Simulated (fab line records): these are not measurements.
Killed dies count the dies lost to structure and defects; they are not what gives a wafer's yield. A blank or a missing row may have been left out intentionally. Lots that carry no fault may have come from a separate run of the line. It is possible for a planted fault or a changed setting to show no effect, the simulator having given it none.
Matching of chambers | flow sky130 | SKY_VIA3_CMP_24 on cmp-01 has 4 sister chambers
The step polishes, stops on SiO2, t overpolish 20 s, target thk 0 nm. 8 wafers are shown with their chamber, then 12 later ones without.

WAFERS PAIRED WITH THEIR CHAMBERS
wafer  | chamber | motor current A (A) | time to endpoint s (s)
L086.6 | 0       | 10.9                | 97
L087.1 | 0       | 11.4                | 94
L087.5 | 3       | 11.8                | 96
L088.3 | 3       | 11.7                | 97
L088.5 | 1       | 11.0                | 90
L091.1 | 1       | 11.5                | 93
L091.2 | 2       | 11.4                | 97
L091.5 | 2       | 11.2                | 95

WAFERS MISSING THEIR CHAMBER
wafer  | motor current A (A) | time to endpoint s (s)
L092.3 | 11.8                | 99
L092.4 | 11.7                | 96
L092.5 | 12.0                | 106
L093.1 | 11.6                | 94
L093.3 | 10.4                | 94
L093.6 | 10.7                | 96
L094.1 | 11.6                | 99
L094.2 | 11.3                | 96
L094.3 | 11.7                | 93
L095.1 | 10.8                | 92
L095.4 | 10.6                | 97
L095.6 | 10.8                | 96

CHAMBER TAKEN BY EACH
wafer  | from the rows above               | in truth
L092.3 | can't be placed: 3 or 2 or 0      | 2
L092.4 | can't be placed: 3 or 2 or 0      | 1
L092.5 | can't be placed: 3 or 2 or 0      | 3
L093.1 | can't be placed: 3 or 2 or 0 or 1 | 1
L093.3 | can't be placed: 0 or 1 or 2      | 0
L093.6 | can't be placed: 0 or 2 or 1      | 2
L094.1 | can't be placed: 3 or 2 or 0      | 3
L094.2 | can't be placed: 2 or 0 or 3      | 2
L094.3 | can't be placed: 1 or 3 or 2 or 0 | 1
L095.1 | can't be placed: 1 or 0 or 2      | 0
L095.4 | can't be placed: 0 or 2 or 1      | 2
L095.6 | can't be placed: 0 or 2 or 1      | 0
Correct placement for 0 of the 12. Not placeable from these rows: 12 (in 11, the candidates include the true chamber). Number placed wrongly: 0.
How it was worked out, from the rows above alone: a wafer's distance from a chamber is the root of the sum, over the readings, of the square of ((its reading less the chamber's mean) divided by the reading's scatter). If the next closest chamber is less than 2 further off than the closest, the wafer can't be placed; otherwise it belongs to the closest. Each chamber's mean is taken over the wafers shown for it. The scatter is the square root of a quotient: the sum, over the shown wafers, of each reading's squared deviation from its chamber's mean, divided by wafers minus chambers.
